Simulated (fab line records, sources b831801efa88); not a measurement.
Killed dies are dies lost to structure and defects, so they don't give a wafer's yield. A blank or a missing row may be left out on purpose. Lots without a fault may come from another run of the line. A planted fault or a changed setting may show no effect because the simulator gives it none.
fab line records | flow sky130
record lots=24 wafers=72 last_day=50
route steps=708 shown LI_CONTACT@365 LOCAL_INTERCONNECT@401 VIA1@471 METAL2@486 VIA2@527
lots that met no fault: from a run of the same line without faults
start_h: hours from the record's first day to the start of the lot's first wafer shown | wait_h: hours since the lot's step before | " the same as in the row above | L1.1+2: a row that stands for several wafers | - no value, or no start given | * or withheld: withheld | < > ~ a bound
route shown NAME@n: a module of which the file shows steps, and the number in the route of the first | usual: mean/standard deviation of fault-free wafers | same: alike in all rows | chamber/n: place in a boat | sites: the reading at each site | _std_site: their standard deviation | _edge_site: outer sites' mean less inner sites' | radius_mm: how far each site lies from the wafer's centre | mask NAME#n: copy n | behind: the tool/chamber that last shaped the wafer | hold: why the lot was held/for how many hours/how that ended | device: the transistor (n, p or np) that didn't switch | end of line: the same wafers' tests at the end of the route | a step without rows: its recipe alone | killed: dies lost to structure and defects at the first sort, not the wafer's yield | map: a wafer's dies, x killed, . not, _ none there
set.NAME: the setting as run; set.NAME@STEP: as run at that earlier step | model.NAME: the simulator's own value behind a step, which no gauge read
steps of the route over a sample of lots; a table a step, a row a wafer
services: from which hour (start_h, from the record's first day; less than 0 if before it) a tool's chamber was out of use, for how many hours, and why
## steps
# step SKY_LI_CONTACT_BOW_MEAS_03
# recipe mode=bow
# usual LI_CONTACT_BOW=56/6.6
# columns lot.wafer tool chamber start_h wait_h LI_CONTACT_BOW[um]
L074.2 film_metro-03 - 650.32 0.1 43
L074.3 " - " " 55
L074.6 " - " " 64
L075.1 film_metro-03 - 661.21 0.1 64
L075.2 " - " " 58
L075.5 " - " " 60
L076.1 film_metro-01 - 680.23 0.1 68
L076.2 " - " " 66
L076.6 " - " " 63
L077.1 film_metro-03 - 684.91 0.2 58
L077.4 " - " " 60
L077.5 " - " " 65
L078.2 film_metro-03 - 688.97 0.2 59
L078.5 " - " " 51
L078.6 " - " " 60
L079.3 film_metro-03 - 696.70 0.2 60
L079.4 " - " " 64
L079.6 " - " " 50
L080.1 film_metro-04 - 706.09 0.2 50
L080.5 " - " " 57
L080.6 " - " " 55
L081.1 film_metro-03 - 709.66 0.2 52
L081.4 " - " " 56
L081.6 " - " " 67
L083.1 film_metro-03 - 730.74 0.1 62
L083.2 " - " " 59
L083.6 " - " " 51
L082.2 film_metro-04 - 731.82 0.1 60
L082.3 " - " " 49
L082.5 " - " " 50
L084.3 film_metro-01 - 739.74 0.2 58
L084.5 " - " " 51
L084.6 " - " " 54
L085.2 film_metro-03 - 748.23 0.3 53
L085.4 " - " " 49
L085.5 " - " " 62
L086.3 film_metro-03 - 766.68 0.3 50
L086.4 " - " " 63
L086.6 " - " " 51
L087.2 film_metro-03 - 768.58 0.2 54
L087.3 " - " " 52
L087.6 " - " " 46
L088.1 film_metro-01 - 770.29 0.1 60
L088.2 " - " " 58
L088.5 " - " " 55
L089.1 film_metro-03 - 772.56 0.2 44
L089.4 " - " " 38
L089.6 " - " " 46
L090.4 film_metro-04 - 786.11 0.2 66
L090.5 " - " " 44
L090.6 " - " " 64
L091.2 film_metro-03 - 786.97 0.3 58
L091.5 " - " " 53
L091.6 " - " " 48
L092.3 film_metro-01 - 791.28 0.1 45
L092.4 " - " " 57
L092.5 " - " " 56
L093.2 film_metro-04 - 806.77 0.3 72
L093.4 " - " " 63
L093.6 " - " " 44
L094.2 film_metro-01 - 813.73 0.2 53
L094.5 " - " " 56
L094.6 " - " " 55
L095.1 film_metro-04 - 825.70 0.2 56
L095.4 " - " " 62
L095.5 " - " " 61
L096.3 film_metro-01 - 831.24 0.1 56
L096.4 " - " " 62
L096.6 " - " " 63
L097.1 film_metro-04 - 834.89 0.1 57
L097.4 " - " " 51
L097.5 " - " " 54
# step SKY_LOCAL_INTERCONNECT_METAL_ETCH_14
# recipe target_depth_nm=110 stop_on=PSG chemistry=Cl2/BCl3 target=TiN resist_sidewall_deg=88 pressure_mtorr=10 icp_w=900 bias_w=48.5 Cl2_flow_sccm=60 bcl3_flow_sccm=30 time_s=31.4
# usual drypump_motor_current_A=6.0/0.54 oes_product_au=0.941/0.0092 throttle_valve_pct=21.901/0.0096
# same time_s=31.4
# columns lot.wafer tool chamber start_h wait_h drypump_motor_current_A oes_product_au rf_hours_counter_h throttle_valve_pct
L074.2 rie_metal-03 0 709.11 0.0 5.1 0.947 9 21.880
L074.3 " 1 " " 6.8 0.940 - 21.892
L074.6 " 0 " " 5.1 0.947 - 21.908
L075.1 rie_metal-03 1 719.38 0.0 6.7 0.941 4 21.902
L075.2 " 0 " " 5.1 0.944 9 21.892
L075.5 " 1 " " 6.8 0.949 - 21.892
L076.1 rie_metal-03 1 737.24 0.0 6.7 0.956 5 21.891
L076.2 " 0 " " 5.1 0.951 10 21.899
L076.6 " 1 " " 6.7 0.957 - 21.893
L077.1 rie_metal-03 0 743.58 0.0 5.1 0.954 10 21.900
L077.4 " 1 " " 6.7 0.941 - 21.886
L077.5 " 1 " " 6.7 0.934 - 21.921
L078.2 rie_metal-04 1 746.61 0.0 5.7 0.952 6 21.891
L078.5 " 0 " " 6.4 0.948 - 21.907
L078.6 " 1 " " 5.8 0.959 - 21.891
L079.3 rie_metal-03 1 754.20 0.0 6.8 0.942 - 21.897
L079.4 " 0 " " 5.1 0.943 - 21.903
L079.6 " 1 " " 6.7 0.936 - 21.915
L080.1 rie_metal-04 0 763.33 0.0 6.4 0.944 1 21.905
L080.5 " 1 " " 5.8 0.956 - 21.896
L080.6 " 0 " " 6.5 0.953 - 21.884
L081.1 rie_metal-03 1 766.40 0.1 6.7 0.946 6 21.891
L081.4 " 1 " " 6.8 0.936 - 21.913
L081.6 " 1 " " 6.7 0.944 - 21.897
L083.1 rie_metal-04 0 787.50 0.1 6.5 0.932 2 21.904
L083.2 " 1 " " 5.7 0.939 8 21.910
L083.6 " 1 " " 5.7 0.924 - 21.909
L082.2 rie_metal-02 0 788.04 0.1 6.3 0.938 - 21.892
L082.3 " 0 " " 6.3 0.936 - 21.917
L082.5 " 0 " " 6.3 0.931 - 21.902
L084.3 rie_metal-03 1 795.55 0.0 6.8 0.926 - 21.905
L084.5 " 1 " " 6.8 0.930 - 21.893
L084.6 " 0 " " 5.1 0.929 - 21.897
L085.2 rie_metal-04 0 803.93 0.0 6.4 0.930 3 21.910
L085.4 " 1 " " 5.7 0.921 - 21.921
L085.5 " 0 " " 6.4 0.930 - 21.913
L086.3 rie_metal-04 0 822.83 0.0 6.4 0.958 - 21.891
L086.4 " 1 " " 5.8 0.959 - 21.888
L086.6 " 0 " " 6.4 0.958 - 21.894
L087.2 rie_metal-02 1 824.58 0.0 5.6 0.942 1 21.907
L087.3 " 1 " " 5.6 0.934 - 21.900
L087.6 " 0 " " 6.2 0.937 - 21.901
L088.1 rie_metal-03 0 825.76 0.0 5.1 0.927 13 21.915
L088.2 " 1 " " 6.7 0.925 9 21.904
L088.5 " 0 " " 5.1 0.924 - 21.903
L089.1 rie_metal-02 1 827.88 0.0 5.6 0.936 1 21.909
L089.4 " 1 " " 5.5 0.934 - 21.907
L089.6 " 1 " " 5.6 0.943 - 21.890
L090.4 rie_metal-02 0 841.60 0.0 6.3 0.935 - 21.917
L090.5 " 0 " " 6.3 0.931 - 21.912
L090.6 " 1 " " 5.5 0.936 - 21.906
L091.2 rie_metal-04 0 842.93 0.0 6.4 0.942 4 21.901
L091.5 " 0 " " 6.4 0.931 - 21.903
L091.6 " 1 " " 5.7 0.931 - 21.914
L092.3 rie_metal-02 1 846.53 0.0 5.6 0.943 - 21.902
L092.4 " 0 " " 6.2 0.948 - 21.897
L092.5 " 1 " " 5.6 0.938 - 21.907
L093.2 rie_metal-04 1 860.89 0.0 5.8 0.934 11 21.911
L093.4 " 0 " " 6.4 0.934 - 21.901
L093.6 " 0 " " 6.4 0.935 - 21.915
L094.2 rie_metal-04 1 867.59 0.0 5.7 0.944 11 21.909
L094.5 " 1 " " 5.8 0.951 - 21.882
L094.6 " 0 " " 6.4 0.952 - 21.895
L095.1 rie_metal-02 1 880.44 0.0 5.6 0.943 3 21.886
L095.4 " 0 " " 6.2 0.940 - 21.900
L095.5 " 0 " " 6.3 0.946 - 21.905
L096.3 rie_metal-04 0 886.15 0.0 6.5 0.944 - 21.900
L096.4 " 1 " " 5.8 0.954 - 21.895
L096.6 " 1 " " 5.8 0.927 - 21.917
L097.1 rie_metal-02 1 889.03 0.0 5.6 0.939 3 21.901
L097.4 " 1 " " 5.6 0.934 - 21.907
L097.5 " 0 " " 6.2 0.932 - 21.892
# step SKY_VIA1_OVL_MEAS_13
# usual VIA1_OVL=-3/5.1
# columns lot.wafer tool chamber start_h wait_h VIA1_OVL[nm]
L074.2 overlay-02 - 795.67 0.1 -4
L074.3 " - " " -7
L074.6 " - " " -6
L075.1 overlay-02 - 807.08 0.1 -6
L075.2 " - " " -5
L075.5 " - " " -5
L076.1 overlay-02 - 823.18 0.1 -4
L076.2 " - " " 0
L076.6 " - " " 1
L077.1 overlay-02 - 829.85 0.1 2
L077.4 " - " " 1
L077.5 " - " " -1
L078.2 overlay-02 - 831.67 0.1 -10
L078.5 " - " " -8
L078.6 " - " " -8
L079.3 overlay-01 - 837.86 0.1 -9
L079.4 " - " " -8
L079.6 " - " " -2
L080.1 overlay-02 - 848.46 0.1 0
L080.5 " - " " -1
L080.6 " - " " 4
L081.1 overlay-01 - 851.85 0.1 -5
L081.4 " - " " -3
L081.6 " - " " -10
L083.1 overlay-01 - 872.56 0.1 0
L083.2 " - " " 1
L083.6 " - " " -3
L082.2 overlay-02 - 872.89 0.1 -4
L082.3 " - " " -4
L082.5 " - " " -7
L084.3 overlay-01 - 880.05 0.1 -3
L084.5 " - " " -2
L084.6 " - " " -1
L085.2 overlay-02 - 886.99 0.1 6
L085.4 " - " " 11
L085.5 " - " " 4
L086.3 overlay-01 - 905.47 0.1 3
L086.4 " - " " -2
L086.6 " - " " -6
L087.2 overlay-02 - 907.74 0.1 3
L087.3 " - " " -2
L087.6 " - " " 4
L088.1 overlay-02 - 908.89 0.1 -3
L088.2 " - " " -8
L088.5 " - " " -4
L089.1 overlay-02 - 911.89 0.1 -11
L089.4 " - " " -7
L089.6 " - " " -10
L090.4 overlay-01 - 924.17 0.1 -14
L090.5 " - " " -14
L090.6 " - " " -10
L091.2 overlay-02 - 925.64 0.1 -11
L091.5 " - " " -13
L091.6 " - " " -5
L092.3 overlay-02 - 928.36 0.1 -6
L092.4 " - " " -5
L092.5 " - " " -4
L093.2 overlay-01 - 942.54 0.1 -6
L093.4 " - " " -10
L093.6 " - " " -2
L094.2 overlay-01 - 947.35 0.1 -2
L094.5 " - " " -2
L094.6 " - " " 3
L095.1 overlay-01 - 960.09 0.1 4
L095.4 " - " " 1
L095.5 " - " " 3
L096.3 overlay-01 - 965.50 0.1 4
L096.4 " - " " -1
L096.6 " - " " 6
L097.1 overlay-02 - 969.01 0.1 7
L097.4 " - " " 7
L097.5 " - " " 8
# step SKY_METAL2_SPUTTER_03
# recipe material=Ti target_thk_nm=5 power_w=3000 time_s=3.3 chamber_pressure_pa=0.4
# usual throttle_valve_pct=29.9/1.1
# same time_s=3.3
# columns lot.wafer tool chamber start_h wait_h throttle_valve_pct
L074.2 pvd_sputter-01 - 797.12 0.0 29.3
L074.3 " - " " 29.3
L074.6 " - " " 29.7
L075.1 pvd_sputter-01 - 808.52 0.0 30.0
L075.2 " - " " 29.7
L075.5 " - " " 29.5
L076.1 pvd_sputter-03 - 824.62 0.0 31.9
L076.2 " - " " 27.5
L076.6 " - " " 29.1
L077.1 pvd_sputter-03 - 831.40 0.0 29.3
L077.4 " - " " 27.4
L077.5 " - " " 27.7
L078.2 pvd_sputter-03 - 833.26 0.0 28.9
L078.5 " - " " 29.5
L078.6 " - " " 27.7
L079.3 pvd_sputter-01 - 839.33 0.0 30.1
L079.4 " - " " 31.5
L079.6 " - " " 29.7
L080.1 pvd_sputter-01 - 849.98 0.0 29.4
L080.5 " - " " 29.2
L080.6 " - " " 30.2
L081.1 pvd_sputter-02 - 853.33 0.0 30.1
L081.4 " - " " 30.9
L081.6 " - " " 30.0
L083.1 pvd_sputter-01 - 873.98 0.0 30.0
L083.2 " - " " 29.1
L083.6 " - " " 29.4
L082.2 pvd_sputter-02 - 874.31 0.0 29.6
L082.3 " - " " 30.9
L082.5 " - " " 30.0
L084.3 pvd_sputter-01 - 881.50 0.0 29.3
L084.5 " - " " 29.8
L084.6 " - " " 29.4
L085.2 pvd_sputter-01 - 888.42 0.0 30.5
L085.4 " - " " 29.4
L085.5 " - " " 29.4
L086.3 pvd_sputter-01 - 906.92 0.0 29.3
L086.4 " - " " 31.5
L086.6 " - " " 29.6
L087.2 pvd_sputter-01 - 909.17 0.0 31.4
L087.3 " - " " 29.3
L087.6 " - " " 29.7
L088.1 pvd_sputter-02 - 910.31 0.0 30.1
L088.2 " - " " 29.6
L088.5 " - " " 31.3
L089.1 pvd_sputter-01 - 913.42 0.0 29.5
L089.4 " - " " 29.4
L089.6 " - " " 31.2
L090.4 pvd_sputter-01 - 925.63 0.0 29.6
L090.5 " - " " 30.3
L090.6 " - " " 29.2
L091.2 pvd_sputter-01 - 927.40 0.0 29.8
L091.5 " - " " 29.4
L091.6 " - " " 29.9
L092.3 pvd_sputter-02 - 929.87 0.0 30.8
L092.4 " - " " 29.5
L092.5 " - " " 29.5
L093.2 pvd_sputter-01 - 943.96 0.0 29.6
L093.4 " - " " 29.4
L093.6 " - " " 29.5
L094.2 pvd_sputter-03 - 948.81 0.0 27.6
L094.5 " - " " 27.5
L094.6 " - " " 32.0
L095.1 pvd_sputter-03 - 961.51 0.0 27.5
L095.4 " - " " 29.3
L095.5 " - " " 31.8
L096.3 pvd_sputter-02 - 966.95 0.0 31.2
L096.4 " - " " 30.2
L096.6 " - " " 30.8
L097.1 pvd_sputter-02 - 970.47 0.0 31.3
L097.4 " - " " 30.0
L097.5 " - " " 30.9
# step SKY_METAL2_METAL_ETCH_19
# recipe target_depth_a=3600 stop_on=SiO2 over_etch_frac=0.3 time_s=78 chemistry=Cl2/BCl3 resist_sidewall_deg=88 pressure_mtorr=10 icp_w=900 bias_w=48.5 Cl2_flow_sccm=60 bcl3_flow_sccm=30
# usual drypump_motor_current_A=6.0/0.4 oes_product_au=0.857/0.0084 throttle_valve_pct=22.264/0.0089
# same over_etch_frac=0.3 time_s=78
# columns lot.wafer tool chamber start_h wait_h drypump_motor_current_A oes_product_au rf_hours_counter_h throttle_valve_pct
L074.2 rie_metal-04 1 824.67 0.0 5.7 0.856 9 22.278
L074.3 " 1 " " 5.7 0.865 - 22.269
L074.6 " 0 " " 6.4 0.860 - 22.273
L075.1 rie_metal-04 1 835.52 0.0 5.8 0.868 10 22.262
L075.2 " 0 " " 6.5 0.861 4 22.261
L075.5 " 1 " " 5.8 0.861 - 22.263
L076.1 rie_metal-04 0 852.07 0.0 6.4 0.850 5 22.266
L076.2 " 1 " " 5.7 0.868 10 22.278
L076.6 " 1 " " 5.7 0.868 - 22.270
L077.1 rie_metal-04 1 858.12 0.0 5.8 0.848 11 22.267
L077.4 " 0 " " 6.4 0.859 - 22.261
L077.5 " 0 " " 6.4 0.855 - 22.256
L078.2 rie_metal-02 1 859.94 0.0 5.6 0.862 2 22.258
L078.5 " 1 " " 5.5 0.866 - 22.261
L078.6 " 0 " " 6.2 0.863 - 22.271
L079.3 rie_metal-02 1 865.42 0.1 5.6 0.853 - 22.261
L079.4 " 0 " " 6.2 0.868 - 22.270
L079.6 " 0 " " 6.2 0.856 - 22.268
L080.1 rie_metal-02 0 876.72 0.0 6.3 0.861 5 22.257
L080.5 " 0 " " 6.3 0.862 - 22.260
L080.6 " 1 " " 5.6 0.866 - 22.270
L081.1 rie_metal-01 1 879.52 0.0 5.4 0.848 2 22.265
L081.4 " 0 " " 6.4 0.856 - 22.255
L081.6 " 1 " " 5.3 0.856 - 22.260
L083.1 rie_metal-01 1 900.57 0.0 5.4 0.841 2 22.265
L083.2 " 0 " " 6.4 0.852 10 22.261
L083.6 " 1 " " 5.4 0.859 - 22.268
L082.2 rie_metal-02 0 900.95 0.1 6.2 0.844 6 22.261
L082.3 " 0 " " 6.2 0.851 - 22.252
L082.5 " 0 " " 6.2 0.847 - 22.259
L084.3 rie_metal-04 0 907.30 0.1 6.4 0.869 - 22.268
L084.5 " 0 " " 6.4 0.846 - 22.257
L084.6 " 1 " " 5.8 0.844 - 22.259
L085.2 rie_metal-04 1 913.47 0.0 5.8 0.870 13 22.264
L085.4 " 0 " " 6.4 0.854 - 22.274
L085.5 " 1 " " 5.8 0.862 - 22.267
L086.3 rie_metal-01 0 932.55 0.1 6.3 0.863 - 22.254
L086.4 " 1 " " 5.4 0.849 - 22.274
L086.6 " 0 " " 6.4 0.855 - 22.262
L087.2 rie_metal-01 0 934.39 0.0 6.4 0.860 11 22.271
L087.3 " 0 " " 6.4 0.866 - 22.267
L087.6 " 0 " " 6.4 0.870 - 22.267
L088.1 rie_metal-04 1 935.84 0.0 5.8 0.856 14 22.257
L088.2 " 0 " " 6.5 0.866 9 22.255
L088.5 " 1 " " 5.8 0.863 - 22.272
L089.1 rie_metal-02 1 938.82 0.0 5.6 0.866 6 22.267
L089.4 " 1 " " 5.5 0.875 - 22.265
L089.6 " 1 " " 5.6 0.843 - 22.260
L090.4 rie_metal-01 1 950.60 0.1 5.4 0.864 - 22.270
L090.5 " 0 " " 6.4 0.862 - 22.259
L090.6 " 1 " " 5.4 0.864 - 22.279
L091.2 rie_metal-02 0 952.22 0.0 6.2 0.846 8 22.257
L091.5 " 0 " " 6.3 0.855 - 22.260
L091.6 " 1 " " 5.6 0.856 - 22.273
L092.3 rie_metal-04 1 955.30 0.1 5.8 0.861 - 22.263
L092.4 " 0 " " 6.4 0.857 - 22.281
L092.5 " 1 " " 5.8 0.866 - 22.265
L093.2 rie_metal-02 0 969.02 0.0 6.2 0.852 9 22.272
L093.4 " 0 " " 6.2 0.859 - 22.278
L093.6 " 0 " " 6.3 0.856 - 22.255
L094.2 rie_metal-01 1 973.34 0.0 5.3 0.857 6 22.262
L094.5 " 1 " " 5.4 0.849 - 22.270
L094.6 " 0 " " 6.4 0.853 - 22.258
L095.1 rie_metal-02 1 985.72 0.0 5.6 0.862 8 22.262
L095.4 " 0 " " 6.2 0.860 - 22.279
L095.5 " 1 " " 5.6 0.857 - 22.251
L096.3 rie_metal-01 0 990.77 0.1 6.4 0.847 - 22.275
L096.4 " 1 " " 5.4 0.841 - 22.246
L096.6 " 1 " " 5.4 0.840 - 22.264
L097.1 rie_metal-02 1 993.52 0.0 5.6 0.853 9 22.263
L097.4 " 0 " " 6.2 0.849 - 22.274
L097.5 " 0 " " 6.2 0.853 - 22.252
# step SKY_VIA2_SPUTTER_20
# recipe material=TiN target_thk_nm=20 chamber_pressure_pa=5 power_w=4000 time_s=80
# usual throttle_valve_pct=29.8/1.6
# same time_s=80
# columns lot.wafer tool chamber start_h wait_h throttle_valve_pct
L074.2 pvd_sputter-04 - 853.92 0.0 31.4
L074.3 " - " " 31.6
L074.6 " - " " 31.3
L075.1 pvd_sputter-03 - 863.31 0.0 29.3
L075.2 " - " " 32.0
L075.5 " - " " 27.5
L076.1 pvd_sputter-01 - 880.13 0.0 31.4
L076.2 " - " " 29.9
L076.6 " - " " 30.3
L077.1 pvd_sputter-03 - 886.72 0.0 31.9
L077.4 " - " " 27.7
L077.5 " - " " 27.3
L078.2 pvd_sputter-03 - 888.04 0.0 27.3
L078.5 " - " " 31.7
L078.6 " - " " 27.5
L079.3 pvd_sputter-01 - 893.94 0.0 29.5
L079.4 " - " " 31.4
L079.6 " - " " 29.9
L080.1 pvd_sputter-04 - 903.99 0.0 31.2
L080.5 " - " " 31.3
L080.6 " - " " 30.8
L081.1 pvd_sputter-03 - 906.58 0.0 27.6
L081.4 " - " " 29.2
L081.6 " - " " 28.9
L083.1 pvd_sputter-03 - 927.47 0.0 27.4
L083.2 " - " " 32.2
L083.6 " - " " 27.5
L082.2 pvd_sputter-03 - 928.83 0.0 27.7
L082.3 " - " " 32.1
L082.5 " - " " 29.2
L084.3 pvd_sputter-03 - 934.28 0.0 31.9
L084.5 " - " " 27.2
L084.6 " - " " 32.0
L085.2 pvd_sputter-03 - 940.28 0.0 29.0
L085.4 " - " " 27.4
L085.5 " - " " 27.8
L086.3 pvd_sputter-04 - 959.40 0.0 31.4
L086.4 " - " " 28.1
L086.6 " - " " 31.2
L087.2 pvd_sputter-01 - 961.01 0.0 31.3
L087.3 " - " " 29.4
L087.6 " - " " 31.1
L088.1 pvd_sputter-01 - 962.49 0.0 29.4
L088.2 " - " " 31.6
L088.5 " - " " 31.5
L089.1 pvd_sputter-03 - 964.96 0.0 31.9
L089.4 " - " " 27.6
L089.6 " - " " 32.3
L090.4 pvd_sputter-04 - 976.87 0.0 30.6
L090.5 " - " " 31.0
L090.6 " - " " 30.7
L091.2 pvd_sputter-04 - 978.05 0.0 31.1
L091.5 " - " " 31.2
L091.6 " - " " 30.8
L092.3 pvd_sputter-03 - 981.92 0.0 32.0
L092.4 " - " " 28.7
L092.5 " - " " 27.5
L093.2 pvd_sputter-01 - 993.84 0.0 29.3
L093.4 " - " " 29.9
L093.6 " - " " 31.3
L094.2 pvd_sputter-01 - 999.12 0.0 29.6
L094.5 " - " " 29.3
L094.6 " - " " 29.5
L095.1 pvd_sputter-01 - 1011.33 0.0 29.5
L095.4 " - " " 30.4
L095.5 " - " " 29.6
L096.3 pvd_sputter-03 - 1016.47 0.0 31.9
L096.4 " - " " 29.2
L096.6 " - " " 29.0
L097.1 pvd_sputter-04 - 1019.23 0.0 28.1
L097.4 " - " " 31.4
L097.5 " - " " 31.2
## services
# columns tool chamber start_h hours kind
rie_metal-02 1 703.83 56.6 repair
pvd_sputter-04 - 706.90 4.0 repair
rie_metal-02 0 724.50 4.6 repair
pvd_sputter-03 - 737.93 0.9 repair
rie_metal-03 - 744.20 1.4 pm
pvd_sputter-01 - 745.35 6.2 repair
rie_metal-03 0 757.37 14.0 repair
pvd_sputter-03 - 761.31 1.0 repair
pvd_sputter-02 - 768.48 8.8 repair
pvd_sputter-01 1 795.40 - consumable_replace:kit
pvd_sputter-01 1 795.40 18.0 scheduled_down
pvd_sputter-01 1 795.40 18.0 vent_cycle
pvd_sputter-04 - 798.90 3.5 repair
pvd_sputter-04 - 803.31 2.1 repair
rie_metal-01 0 818.11 8.5 repair
pvd_sputter-03 - 836.77 2.9 repair
pvd_sputter-04 - 873.00 7.7 repair
rie_metal-01 - 875.60 3.3 repair
rie_metal-03 - 947.14 0.7 repair
pvd_sputter-01 0 958.21 - consumable_replace:kit
pvd_sputter-01 0 958.21 18.0 scheduled_down
pvd_sputter-01 0 958.21 18.0 vent_cycle
rie_metal-04 - 960.24 2.8 pm
rie_metal-01 0 994.28 6.7 repair
## key
fault none
